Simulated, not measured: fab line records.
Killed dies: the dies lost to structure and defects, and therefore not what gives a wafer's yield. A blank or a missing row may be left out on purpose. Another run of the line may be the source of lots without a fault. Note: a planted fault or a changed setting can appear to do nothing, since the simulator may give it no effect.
Matching of chambers / flow sky130 / SKY_VIA2_CMP_02 on cmp-01: 4 sister chambers
The step polishes SiO2. 4 wafers are shown with their chamber, then 7 later ones without.

== WAFERS, EACH WITH ITS CHAMBER ==
wafer=L197.6; chamber=1; motor-current-A (A)=11.5
wafer=L199.6; chamber=0; motor-current-A (A)=12.6
wafer=L201.2; chamber=2; motor-current-A (A)=9.2
wafer=L201.4; chamber=3; motor-current-A (A)=11.7

== WAFERS WITHOUT THEIR CHAMBER ==
wafer=L201.5; motor-current-A (A)=13.1
wafer=L204.3; motor-current-A (A)=9.9
wafer=L204.4; motor-current-A (A)=10.8
wafer=L204.6; motor-current-A (A)=9.6
wafer=L208.3; motor-current-A (A)=12.7
wafer=L208.4; motor-current-A (A)=11.6
wafer=L208.5; motor-current-A (A)=12.4

== WHICH CHAMBER EACH WENT THROUGH ==
wafer=L201.5; from the rows above=can't be placed: 0 or 3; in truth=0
wafer=L204.3; from the rows above=can't be placed: 2 or 1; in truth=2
wafer=L204.4; from the rows above=can't be placed: 1 or 3 or 2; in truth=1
wafer=L204.6; from the rows above=2; in truth=2
wafer=L208.3; from the rows above=can't be placed: 0 or 3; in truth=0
wafer=L208.4; from the rows above=can't be placed: 1 or 3 or 0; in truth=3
wafer=L208.5; from the rows above=can't be placed: 0 or 3 or 1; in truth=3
Correctly placed: 1 of 7. Cannot be placed on the basis of these rows: 6; the candidates contain the true chamber in 6. Placed wrongly: 0.
How it was worked out, from the rows above alone: a wafer's distance from a chamber is the root of the sum, over the readings, of the square of ((its reading less the chamber's mean) divided by the reading's scatter). If the next closest chamber is less than 2 further off than the closest, the wafer can't be placed; otherwise it belongs to the closest. For every chamber, the mean is computed from those of its wafers that are shown. The scatter (one wafer shown for each chamber): square how far every hidden wafer sits from the nearest shown wafer, average those squares and take the square root.
